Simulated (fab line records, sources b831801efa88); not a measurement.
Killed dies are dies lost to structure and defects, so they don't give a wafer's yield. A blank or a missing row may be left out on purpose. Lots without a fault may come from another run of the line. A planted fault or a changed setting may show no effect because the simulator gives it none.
One fault seen from 2 desks | flow sfq_line | each desk has only its own numbers; what lay behind them comes last

THE TOOL OWNER'S DESK: pecvd-04
The tool's own readings at SFQ_TRILAYER_I6_DEP_PECVD_165 (deposits SiO2 from SiH4/N2O, time 111.11 s, target thk 500 nm): means of the sampled wafers that have a number, for each lot that ran on this tool. A lot is out of limits, marked OUT, if its mean lies more than 4 standard deviations from the usual mean; the brackets give that distance.
Columns: A = heater_power_outer_w at SFQ_TRILAYER_I6_DEP_PECVD_165, usual 31 W; B = heater_power_w at SFQ_TRILAYER_I6_DEP_PECVD_165, usual 86 W; C = run_length_s at SFQ_TRILAYER_I6_DEP_PECVD_165, usual 139.2 s; D = throttle_valve_pct at SFQ_TRILAYER_I6_DEP_PECVD_165, usual 25.1 %
lot  | first seen here | A  | B  | C                | D
L491 | day 77 05:48    | 34 | 88 | 138.7            | 26.1
L498 | day 78 20:59    | 32 | 87 | 136.8 (-4.8) OUT | 26.5
L499 | day 79 10:36    | 30 | 83 | 137.2            | 26.2
This desk's finding: out of limits on L498; first on L498, day 78 20:59 (run_length_s at SFQ_TRILAYER_I6_DEP_PECVD_165). In limits: L491, L499.

THE METROLOGY DESK
What the gauges read, lot by lot, whatever tool the lot ran on: means of the sampled wafers that have a number. A lot is out of limits, marked OUT, if its mean lies more than 4 standard deviations from the usual mean; the brackets give that distance.
Columns: A = M6_OVL at SFQ_M6_OVL_MEAS_940, usual 4 nm
lot  | first seen here | A
L490 | day 77 02:25    | 4
L491 | day 77 04:48    | -2
L497 | day 78 16:49    | 8
L498 | day 78 19:12    | -4
L499 | day 79 09:36    | 11
L505 | day 80 10:08    | 5
This desk's finding: nothing out of limits on any of the 6 lots.

PUT TOGETHER
The tool owner's desk could have raised an alarm at day 78 20:59, on L498.
The metrology desk saw nothing out of limits.
The metrology desk has L498 on record, within its limits.
Of the lots named, all ran SFQ_TRILAYER_I6_DEP_PECVD_165 on pecvd-04.

WHAT THE SIMULATOR HAD PUT IN
Process parameter drift: pecvd-04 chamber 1, from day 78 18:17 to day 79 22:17, at SFQ_TRILAYER_I6_DEP_PECVD_165. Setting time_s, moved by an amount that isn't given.
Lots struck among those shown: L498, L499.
Hours from the fault's start to each desk's first reading out of limits: the tool owner's desk, 3.
